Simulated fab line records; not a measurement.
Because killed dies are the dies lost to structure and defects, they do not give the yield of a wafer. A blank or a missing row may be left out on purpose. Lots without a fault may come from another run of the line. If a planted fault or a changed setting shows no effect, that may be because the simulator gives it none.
Chamber matching ; flow gf180mcu ; GF_V4_ETCH_16 on rie diel-01: 4 sister chambers
The step etches BARC in N2/H2. 4 wafers are shown with their chamber, then 8 later ones without.

## WAFERS WITH THEIR CHAMBER
wafer;chamber;drypump motor current A (A)
L080.6;1;4.9
L083.2;0;5.5
L083.4;2;6.3
L084.1;3;5.4

## WAFERS WITHOUT THEIR CHAMBER
wafer;drypump motor current A (A)
L084.3;5.5
L084.5;6.3
L087.1;4.9
L087.3;5.5
L087.5;5.0
L089.1;6.3
L089.5;4.9
L089.6;6.3

## WHICH CHAMBER EACH ONE RAN IN
wafer;from the rows above;in truth
L084.3;0;0
L084.5;2;2
L087.1;1;1
L087.3;0;0
L087.5;1;1
L089.1;2;2
L089.5;1;1
L089.6;2;2
8 of 8 placed correctly. From these rows, 0 cannot be placed. 0 placed wrongly.
How it was worked out, from the rows above alone: a wafer's distance from a chamber is the root of the sum, over the readings, of the square of ((its reading less the chamber's mean) divided by the reading's scatter). The wafer belongs to the nearest chamber; if the next one is less than 2 further off, it can't be placed. The mean given for a chamber averages the wafers shown for that chamber. The scatter: root of mean squared gap, hidden wafer to nearest shown wafer, with one shown wafer a chamber.
